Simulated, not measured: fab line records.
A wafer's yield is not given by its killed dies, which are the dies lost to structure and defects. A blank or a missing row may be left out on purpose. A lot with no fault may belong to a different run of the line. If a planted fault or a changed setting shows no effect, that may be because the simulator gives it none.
A single fault, viewed from 2 desks	flow gf180mcu	every desk sees just its own numbers, and what lay behind them comes last

== METROLOGY DESK ==
Lot by lot, what the gauges showed, no matter which tool ran the lot: averages of those sampled wafers that carry a number. Any lot whose mean is over 4 standard deviations away from the usual mean is out of limits and marked OUT; that distance is given in the brackets.
Columns: A = V1_CVD_02_THK at GF_V1_THK_MEAS_03, usual 837 nm; B = cd-nm at GF_V1_CD_MEAS_14, usual 260.0 nm; C = V2_CVD_02_THK at GF_V2_THK_MEAS_03, usual 853 nm; D = V2_OVL at GF_V2_OVL_MEAS_15, usual 1 nm
lot	first seen here	A	B	C	D
L167	day 17 02:25	826	257.1	848	1
L171	day 18 19:50	832	262.5	850	-9
L174	day 19 22:39	822	261.8	841	-4
L175	day 20 04:32	842	260.4	845	0
L176	day 20 16:45	827	260.6	858	-4
L177	day 21 01:16	852	260.6	865	-1
L184	day 23 11:53	848	258.0	1387 (+49) OUT	-2
L185	day 23 16:22	845	258.9	1384 (+48) OUT	-1
L186	day 24 07:27	833	260.7	860	3
L188	day 24 16:13	842	258.8	856	9
L189	day 25 02:32	844	260.4	854	0
L190	day 25 08:34	838	259.4	865	2
Per this desk, out of limits: L184, L185; the first was L184, day 25 10:50 (V2_CVD_02_THK at GF_V2_THK_MEAS_03). In limits: L167, L171, L174, L175, L176, L177, L186, L188, L189, L190.

== THE TOOL OWNER'S DESK: pecvd-04 ==
The tool's own readings at GF_V2_CVD_02 (deposits SiO2 from TEOS, target thk 850 nm, time 94.851 s): means of the sampled wafers that have a number, for each lot that ran on this tool. Any lot whose mean is over 4 standard deviations away from the usual mean is out of limits and marked OUT; that distance is given in the brackets.
Columns: A = heater-power-w at GF_V2_CVD_02, usual 622 W
lot	first seen here	A
L167	day 19 05:27	655
L175	day 22 07:49	705
L176	day 22 19:42	631
L184	day 25 10:45	579
L185	day 25 15:35	624
This desk's verdict: no lot among the 5 shows anything out of limits.

== ALL TOGETHER ==
The metrology desk could have raised an alarm at day 25 10:50, on L184, L185.
Nothing out of limits was seen by the tool owner's desk.
Tool owner's desk: L184, L185 on record, inside its limits.
Of the lots named, all ran GF_V2_CVD_02 on pecvd-04.

== WHAT THE SIMULATOR PUT IN ==
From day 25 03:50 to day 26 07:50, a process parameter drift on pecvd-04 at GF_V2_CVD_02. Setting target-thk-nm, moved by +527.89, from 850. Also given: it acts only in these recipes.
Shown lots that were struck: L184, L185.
Delay in hours, fault start to first out-of-limits reading, per desk: metrology desk 7.
